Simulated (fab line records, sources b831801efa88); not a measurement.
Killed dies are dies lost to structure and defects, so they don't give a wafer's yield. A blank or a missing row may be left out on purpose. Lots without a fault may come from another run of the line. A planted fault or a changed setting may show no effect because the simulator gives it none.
Which tool did it? | flow gf180mcu | 14 lots, 42 wafers sampled, at 4 steps of a route of 602

WHAT THE GAUGES READ, wafer by wafer
GF_DUAL_GATE_OVL_MEAS_11. Usual: DUAL_GATE_OVL -0.8 nm, standard deviation 1.4.
lot  | measured     | on         | DUAL_GATE_OVL (nm) | flag
L872 | day 8 11:11  | overlay-02 | -0.2 0.5 -0.8      |
L875 | day 9 05:18  | overlay-01 | -2.4 -1.2 -1.8     |
L876 | day 9 14:29  | overlay-02 | -2.0 0.0 -1.6      |
L877 | day 9 17:14  | overlay-02 | -2.0 -1.1 0.1      |
L879 | day 10 05:57 | overlay-02 | 1.3 1.4 0.5        |
L880 | day 10 14:32 | overlay-02 | -2.1 0.4 0.3       |
L882 | day 11 04:47 | overlay-02 | -0.3 -1.3 0.3      |
L883 | day 11 12:23 | overlay-02 | 2.1 -0.9 2.3       |
L884 | day 11 19:41 | overlay-02 | 0.1 -0.2 0.7       |
L888 | day 13 04:02 | overlay-02 | -0.7 0.0 0.2       |
L890 | day 13 13:35 | overlay-01 | -1.6 -2.3 -2.4     |
L891 | day 13 18:38 | overlay-01 | -1.5 -0.9 -1.5     |
L894 | day 14 15:53 | overlay-02 | -0.9 0.5 0.4       |
L895 | day 15 00:29 | overlay-02 | -1.8 -1.7 -0.1     |

GF_HV_LDD_OVL_MEAS_08. Usual: HV_LDD_OVL -0.3 nm, standard deviation 1.4.
lot  | measured     | on         | HV_LDD_OVL (nm) | flag
L872 | day 10 03:15 | overlay-01 | -3.0 0.3 -0.8   |
L875 | day 10 21:28 | overlay-02 | 2.4 1.5 1.2     |
L876 | day 11 09:29 | overlay-01 | 0.2 0.6 1.8     |
L877 | day 11 11:30 | overlay-01 | -0.7 0.9 2.0    |
L879 | day 11 23:52 | overlay-01 | -3.2 -3.7 -2.0  |
L880 | day 12 10:17 | overlay-01 | 0.8 -0.2 -1.2   |
L882 | day 13 00:31 | overlay-01 | 0.0 -0.7 0.1    |
L883 | day 13 09:40 | overlay-02 | -0.3 -1.5 2.2   |
L884 | day 13 17:10 | overlay-01 | -0.8 0.4 -0.9   |
L888 | day 15 02:46 | overlay-02 | -0.8 1.1 0.6    |
L890 | day 15 15:04 | overlay-02 | -0.3 1.8 -0.5   |
L891 | day 15 19:30 | overlay-01 | -0.4 -2.4 -0.2  |
L894 | day 16 15:21 | overlay-02 | 3.0 0.6 -1.5    |
L895 | day 17 02:10 | overlay-02 | -2.2 -3.7 -0.9  |

GF_HV_LDD_CD_MEAS_19: target cd 400 nm. Usual: cd_nm 400.4 nm, standard deviation 2.5.
lot  | measured     | on        | cd_nm (nm)        | flag
L872 | day 10 20:43 | cd_sem-01 | 404.3 404.6 402.0 |
L875 | day 11 16:26 | cd_sem-02 | 397.2 398.7 398.9 |
L876 | day 12 05:02 | cd_sem-01 | 399.5 400.5 400.7 |
L877 | day 12 07:28 | cd_sem-01 | 401.6 400.0 400.3 |
L879 | day 12 19:25 | cd_sem-02 | 400.3 401.6 402.4 |
L880 | day 13 05:53 | cd_sem-02 | 397.1 397.3 396.3 |
L882 | day 13 20:12 | cd_sem-02 | 402.4 404.4 403.6 |
L883 | day 14 06:17 | cd_sem-01 | 400.6 401.7 400.7 |
L884 | day 14 13:35 | cd_sem-02 | 399.0 400.6 400.0 |
L888 | day 16 01:25 | cd_sem-02 | 398.9 397.7 398.2 |
L890 | day 16 13:26 | cd_sem-02 | 397.7 400.1 398.1 |
L891 | day 16 17:55 | cd_sem-02 | 400.3 398.9 401.3 |
L894 | day 17 14:47 | cd_sem-02 | 399.0 397.0 399.7 |
L895 | day 18 02:23 | cd_sem-02 | 403.5 404.4 401.2 |

WHICH TOOL RAN EACH LOT (tool, then ch and the chambers of the sampled wafers, then the start)
lot  | GF_POLY_GATE_ETCH_13
L872 | rie_si-02 ch 0,1,2, day 9 07:41
L875 | rie_si-01 ch 0,2, day 10 02:02
L876 | rie_si-02 ch 1,2, day 10 12:45
L877 | rie_si-01 ch 0,2, day 10 14:57
L879 | rie_si-02 ch 1,2,3, day 11 04:00
L880 | rie_si-01 ch 0,1,2, day 11 12:44
L882 | rie_si-01 ch 0,1, day 12 03:21
L883 | rie_si-02 ch 1,2,3, day 12 11:20
L884 | rie_si-02 ch 1,2, day 12 19:44
L888 | rie_si-01 ch 1,2, day 14 04:29
L890 | rie_si-01 ch 0,2, day 14 14:30
L891 | rie_si-01 ch 0,1,3, day 14 20:35
L894 | rie_si-02 ch 1,3, day 15 16:48
L895 | rie_si-01 ch 1,2,3, day 16 02:27
- GF_POLY_GATE_ETCH_13: etches poly-Si in HBr/Cl2, stops on SiO2, target depth 198.5 nm, time 69.6 s.

WHAT THE TOOLS THEMSELVES READ (means of the sampled wafers that have a number; where no wafer has one, the mark that the record gives instead)
GF_POLY_GATE_ETCH_13. Usual: drypump_motor_current_A 5.4 A, standard deviation 0.43; mfc_cl2_sccm 50.03 sccm, standard deviation 0.16; oes_product_au 0.989 a.u., standard deviation 0.0082; run_length_s 98.0 s, standard deviation 0.52; throttle_valve_pct 33.685 %, standard deviation 0.0097.
lot  | tool      | drypump_motor_current_A (A) | mfc_cl2_sccm (sccm) | oes_product_au (a.u.) | run_length_s (s) | throttle_valve_pct (%) | flag
L872 | rie_si-02 | 5.7                         | 50.11               | 0.996                 | 98.0             | 33.681                 |
L875 | rie_si-01 | 4.8                         | 49.81               | 0.990                 | 98.1             | 33.692                 |
L876 | rie_si-02 | 5.3                         | 49.96               | 0.997                 | 98.1             | 33.683                 |
L877 | rie_si-01 | 4.9                         | 49.88               | 0.985                 | 98.2             | 33.687                 |
L879 | rie_si-02 | 5.3                         | 49.82               | 0.997                 | 97.9             | 33.687                 |
L880 | rie_si-01 | 5.1                         | 50.10               | 0.993                 | 98.1             | 33.693                 |
L882 | rie_si-01 | 5.3                         | 50.03               | 0.995                 | 98.1             | 33.676                 |
L883 | rie_si-02 | 5.4                         | 50.02               | 0.993                 | 79.0             | 33.683                 | OFF
L884 | rie_si-02 | 5.4                         | 50.04               | 0.987                 | 79.6             | 33.688                 | OFF
L888 | rie_si-01 | 5.4                         | 50.18               | 0.982                 | 98.4             | 33.689                 |
L890 | rie_si-01 | 4.8                         | 49.95               | 0.991                 | 98.2             | 33.686                 |
L891 | rie_si-01 | 5.2                         | 50.02               | 0.991                 | 98.1             | 33.693                 |
L894 | rie_si-02 | 5.5                         | 50.12               | 0.989                 | 98.2             | 33.687                 |
L895 | rie_si-01 | 5.3                         | 50.00               | 0.982                 | 98.2             | 33.680                 |

THE ANSWER, worked out from the rows above alone
Rule: a lot is off if the mean of its wafers that have a number lies more than 3 standard deviations from the usual mean. A lot without any number at a reading at which 4 lots or more have one is off too. The other lots that the step has rows for count as sound. The gauges are gone through in route order, then the tools' own readings, and for those a lot's mean is taken as printed above. The first step at which some lot is off is used, and at that step the reading that is off furthest; a lot without a number counts as furthest.
Off: L883, L884, at GF_POLY_GATE_ETCH_13 (run_length_s).
A tool fits if, at that step or a process step before it, it ran every lot that is off, and no sound lot after the first of them. None of those tried fits.

WHAT THE SIMULATOR HAD PUT IN
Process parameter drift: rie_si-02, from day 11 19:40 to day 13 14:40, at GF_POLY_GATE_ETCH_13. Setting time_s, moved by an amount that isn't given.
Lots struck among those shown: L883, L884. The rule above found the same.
